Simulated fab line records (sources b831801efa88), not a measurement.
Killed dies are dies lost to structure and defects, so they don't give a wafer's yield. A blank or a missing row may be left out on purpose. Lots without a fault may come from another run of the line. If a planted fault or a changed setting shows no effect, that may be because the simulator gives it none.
Which tool did it?	flow gf180mcu	13 lots with 39 wafers sampled at 5 steps, on a route of 602 steps

== WHAT THE GAUGES SHOWED, per wafer ==
GF_DUAL_GATE_OVL_MEAS_11. Usual: DUAL_GATE_OVL typically reads 0.2 nm, with standard deviation 1.4.
lot	measured	on	DUAL_GATE_OVL (nm)	flag
L363	day 9 00:43	overlay-01	2.2 2.3 3.1	
L368	day 10 09:19	overlay-02	-0.8 -0.3 -0.6	
L369	day 10 18:39	overlay-01	0.8 -0.5 -1.2	
L370	day 11 00:09	overlay-02	1.3 1.3 1.8	
L371	day 11 08:13	overlay-02	0.3 0.4 1.4	
L375	day 12 11:04	overlay-01	-1.7 -1.2 -1.2	
L376	day 12 17:45	overlay-02	-0.2 0.8 1.5	
L379	day 13 14:22	overlay-01	2.7 2.5 0.6	
L380	day 13 20:04	overlay-02	1.3 0.8 1.8	
L381	day 14 07:16	overlay-01	2.0 2.2 3.4	
L382	day 14 12:12	overlay-01	-3.0 -1.7 -0.5	
L383	day 14 16:02	overlay-01	0.0 -0.4 0.7	
L384	day 15 00:31	overlay-01	1.1 0.4 0.1	

GF_HV_LDD_OVL_MEAS_20. Usual: HV_LDD_01_OVL typically reads 0.2 nm, with standard deviation 1.4.
lot	measured	on	HV_LDD_01_OVL (nm)	flag
L363	day 11 11:37	overlay-02	1.9 0.2 0.7	
L368	day 13 02:37	overlay-02	1.1 0.2 0.1	
L369	day 13 09:39	overlay-01	-0.2 -0.3 0.6	
L370	day 13 18:32	overlay-01	0.5 -0.1 -1.4	
L371	day 14 01:29	overlay-02	1.3 2.7 3.2	
L375	day 15 07:01	overlay-02	0.4 -0.5 0.0	
L376	day 15 15:56	overlay-02	0.9 2.0 0.7	
L379	day 16 15:31	overlay-02	-2.4 -2.2 -2.2	
L380	day 16 18:43	overlay-02	1.4 0.6 1.0	
L381	day 17 05:11	overlay-01	0.2 -0.6 -0.2	
L382	day 17 08:37	overlay-01	0.5 0.2 -2.1	
L383	day 17 12:28	overlay-01	0.2 0.6 -1.3	
L384	day 18 00:34	overlay-02	0.7 -0.1 1.0	

GF_HV_LDD_THK_MEAS_55. Usual: HV_LDD_CVD_54_THK typically reads 10.04 nm, with standard deviation 0.13.
lot	measured	on	HV_LDD_CVD_54_THK (nm)	flag
L363	day 13 05:04	film-metro-01	10.03 10.11 9.94	
L368	day 14 22:36	film-metro-04	19.52 19.42 19.39	OFF
L369	day 15 04:44	film-metro-01	19.41 19.58 19.54	OFF
L370	day 15 17:14	film-metro-04	19.51 19.36 19.47	OFF
L371	day 15 22:53	film-metro-03	10.18 10.22 10.07	
L375	day 17 04:13	film-metro-04	10.15 10.08 10.17	
L376	day 17 13:17	film-metro-01	9.98 10.02 9.86	
L379	day 18 12:56	film-metro-04	10.09 10.16 10.14	
L380	day 18 17:37	film-metro-03	10.11 10.07 10.10	
L381	day 19 06:28	film-metro-03	9.92 10.13 10.10	
L382	day 19 09:32	film-metro-01	10.03 9.94 10.00	
L383	day 19 13:13	film-metro-01	10.29 10.43 10.32	
L384	day 20 02:47	film-metro-04	10.23 10.19 10.04	

== EACH LOT AND THE TOOL THAT RAN IT (in order: tool; ch and the chambers of the sampled wafers; start) ==
lot	GF_HV_LDD_RTA_52	GF_HV_LDD_CVD_54
L363	rtp-anneal-01 ch 0, day 13 03:52	lpcvd-02 ch 1, day 13 04:02
L368	rtp-anneal-01 ch 0, day 14 21:05	lpcvd-02 ch 1, day 14 21:34
L369	rtp-anneal-01 ch 0, day 15 03:01	lpcvd-02 ch 1, day 15 03:12
L370	rtp-anneal-01 ch 0, day 15 16:02	lpcvd-02 ch 1, day 15 16:11
L371	rtp-anneal-02 ch 0, day 15 21:41	lpcvd-01 ch 0, day 15 21:50
L375	rtp-anneal-01 ch 0, day 17 03:01	lpcvd-01 ch 1, day 17 03:11
L376	rtp-anneal-01 ch 0, day 17 12:05	lpcvd-01 ch 1, day 17 12:15
L379	rtp-anneal-01 ch 0, day 18 11:44	lpcvd-01 ch 0, day 18 11:54
L380	rtp-anneal-02 ch 0, day 18 15:55	lpcvd-02 ch 0, day 18 16:05
L381	rtp-anneal-01 ch 0, day 19 05:15	lpcvd-01 ch 1, day 19 05:24
L382	rtp-anneal-01 ch 0, day 19 08:19	lpcvd-01 ch 1, day 19 08:30
L383	rtp-anneal-01 ch 0, day 19 12:01	lpcvd-02 ch 0, day 19 12:12
L384	rtp-anneal-02 ch 0, day 20 01:35	lpcvd-01 ch 0, day 20 01:45
- GF_HV_LDD_RTA_52: time 10 s.
- GF_HV_LDD_CVD_54: deposits SiO2 from TEOS, target thk 10 nm, time 75 s.

== WHAT THE TOOLS THEMSELVES READ (means of the sampled wafers that have a number; where no wafer has one, the mark that the record gives instead) ==
GF_HV_LDD_RTA_52. Usual: lamp-power-pct 29.3 %, standard deviation 2; wafer_temp_C_max 1006.2, standard deviation 1.5.
lot	tool	lamp-power-pct (%)	wafer_temp_C_max	flag
L363	rtp-anneal-01	30.8	1005.1	
L368	rtp-anneal-01	30.8	1005.9	
L369	rtp-anneal-01	30.8	1005.2	
L370	rtp-anneal-01	30.8	1004.9	
L371	rtp-anneal-02	26.8	1007.5	
L375	rtp-anneal-01	30.8	1005.6	
L376	rtp-anneal-01	30.8	1005.7	
L379	rtp-anneal-01	30.8	1005.1	
L380	rtp-anneal-02	26.8	1007.2	
L381	rtp-anneal-01	30.8	1005.8	
L382	rtp-anneal-01	30.8	1004.8	
L383	rtp-anneal-01	30.8	1005.8	
L384	rtp-anneal-02	26.8	1007.9	

GF_HV_LDD_CVD_54. Usual: value, then standard deviation, for each; spike-tc-bottom-C 700.1 C / 1.9; spike-tc-centre-C 680.8 C / 1; spike-tc-lower-C 679.6 C / 1.1; spike-tc-top-C 697.2 C / 2.1; spike-tc-upper-C 679.7 C / 1.1; susceptor-temp-C 679.9 C / 0.32; zone-power-centre-pct 10.55 % / 0.12.
lot	tool	spike-tc-bottom-C (C)	spike-tc-centre-C (C)	spike-tc-lower-C (C)	spike-tc-top-C (C)	spike-tc-upper-C (C)	susceptor-temp-C (C)	zone-power-centre-pct (%)	flag
L363	lpcvd-02	698.5	680.8	679.0	696.6	680.2	679.9	10.65	
L368	lpcvd-02	726.5	709.3	708.8	725.1	709.2	708.4	11.46	OFF
L369	lpcvd-02	725.2	709.8	707.0	726.1	707.5	708.2	11.51	OFF
L370	lpcvd-02	726.8	708.8	707.2	725.2	709.0	708.4	11.45	OFF
L371	lpcvd-01	702.6	681.2	678.8	697.0	679.1	680.0	10.43	
L375	lpcvd-01	700.6	680.5	679.3	698.5	679.9	679.7	10.45	
L376	lpcvd-01	701.5	679.9	678.2	699.1	679.4	679.9	10.44	
L379	lpcvd-01	701.9	680.5	678.8	697.7	679.3	679.7	10.56	
L380	lpcvd-02	699.2	681.2	679.6	692.7	678.9	679.7	10.35	
L381	lpcvd-01	700.8	680.3	679.5	700.0	680.1	680.1	10.60	
L382	lpcvd-01	701.4	680.0	679.6	699.9	679.9	680.1	10.54	
L383	lpcvd-02	700.9	681.5	678.6	692.5	678.7	679.8	10.46	
L384	lpcvd-01	702.1	680.5	678.1	697.8	678.2	680.0	10.47	

== THE ANSWER, worked out from the rows above alone ==
Rule: a lot counts as off when the mean over its wafers that have a number is more than 3 standard deviations away from the usual mean. A lot without any number at a reading at which 4 lots or more have one is off too. Any other lot the step has rows for is counted as sound. Order of review: gauges by route order, followed by the tools' own readings, for which a lot's mean as printed above is used. The first step at which some lot is off is used, and at that step the reading that is off furthest; a lot without a number counts as furthest.
Off: L368, L369, L370, at GF_HV_LDD_THK_MEAS_55 (HV_LDD_CVD_54_THK).
A tool fits if, at a process step before that reading, it ran every lot that is off, and no sound lot after the first of them. Not tried: the gauges at GF_HV_LDD_THK_MEAS_55; whatever is off there is also off at GF_HV_LDD_CVD_54, on other tools, and gauge error can't account for it. None of those tried fits.

== WHAT WAS PUT IN BY THE SIMULATOR ==
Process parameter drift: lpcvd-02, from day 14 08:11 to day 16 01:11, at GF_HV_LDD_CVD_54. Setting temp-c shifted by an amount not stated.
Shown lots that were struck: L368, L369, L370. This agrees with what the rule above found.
